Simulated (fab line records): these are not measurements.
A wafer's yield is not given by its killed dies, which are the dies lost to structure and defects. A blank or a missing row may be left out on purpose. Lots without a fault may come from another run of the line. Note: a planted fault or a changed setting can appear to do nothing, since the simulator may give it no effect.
Chamber matching ; flow gf180mcu ; 4 sister chambers for GF_POLY_GATE_ETCH_13 on rie-si-01
The step etches poly-Si in HBr/Cl2, stops on SiO2, target depth 198.5 nm, time 69.6 s. 14 wafers are shown with their chamber, then 7 later ones without.

## WAFERS PAIRED WITH THEIR CHAMBERS
wafer;chamber;oes-product-au (a.u.);throttle-valve-pct (%)
L199.1;3;0.991;33.683
L199.3;0;1.006;33.678
L199.6;0;1.001;33.685
L200.1;1;0.976;33.653
L200.2;0;1.000;33.667
L200.3;2;0.990;33.695
L204.3;0;0.986;33.682
L204.4;3;0.981;33.694
L204.5;1;0.976;33.689
L205.2;1;0.981;33.672
L205.3;2;1.002;33.696
L205.6;1;0.996;33.680
L206.4;2;0.998;33.685
L206.5;3;0.988;33.675

SIGNATURES, as means of the wafers listed above
reading;chamber 0;chamber 1;chamber 2;chamber 3;scatter within a chamber
oes-product-au;0.99825;0.98225;0.99667;0.98667;0.00785
throttle-valve-pct;33.67800;33.67350;33.69200;33.68400;0.0107
Rule: a wafer lies at a distance from a chamber equal to the root of the sum of squares, over the readings, of (its reading less the chamber's mean, divided by the reading's scatter). The wafer belongs to the nearest chamber; if the next one is less than 2 further off, it can't be placed. The scatter: take each reading less its chamber's mean, square it, sum over the shown wafers, divide by the number of wafers less the number of chambers, and take the root.

## WAFERS WITHOUT THEIR CHAMBER
wafer;oes-product-au (a.u.);throttle-valve-pct (%)
L206.6;0.985;33.678
L220.1;0.988;33.696
L220.2;1.001;33.691
L220.3;0.991;33.683
L222.1;0.991;33.683
L222.2;0.999;33.696
L222.3;0.975;33.683

## THE CHAMBER EACH PASSED THROUGH
wafer;from the rows above;in truth
L206.6;can't be placed: 1 or 3 or 0 or 2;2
L220.1;can't be placed: 3 or 2 or 0 or 1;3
L220.2;can't be placed: 2 or 0 or 3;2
L220.3;can't be placed: 3 or 0 or 2 or 1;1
L222.1;can't be placed: 3 or 0 or 2 or 1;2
L222.2;can't be placed: 2 or 0 or 3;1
L222.3;can't be placed: 1 or 3 or 2 or 0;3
Correct placement for 0 of the 7. Can't be placed from these rows: 7 (the true chamber is among the candidates in 6). 0 placed wrongly.
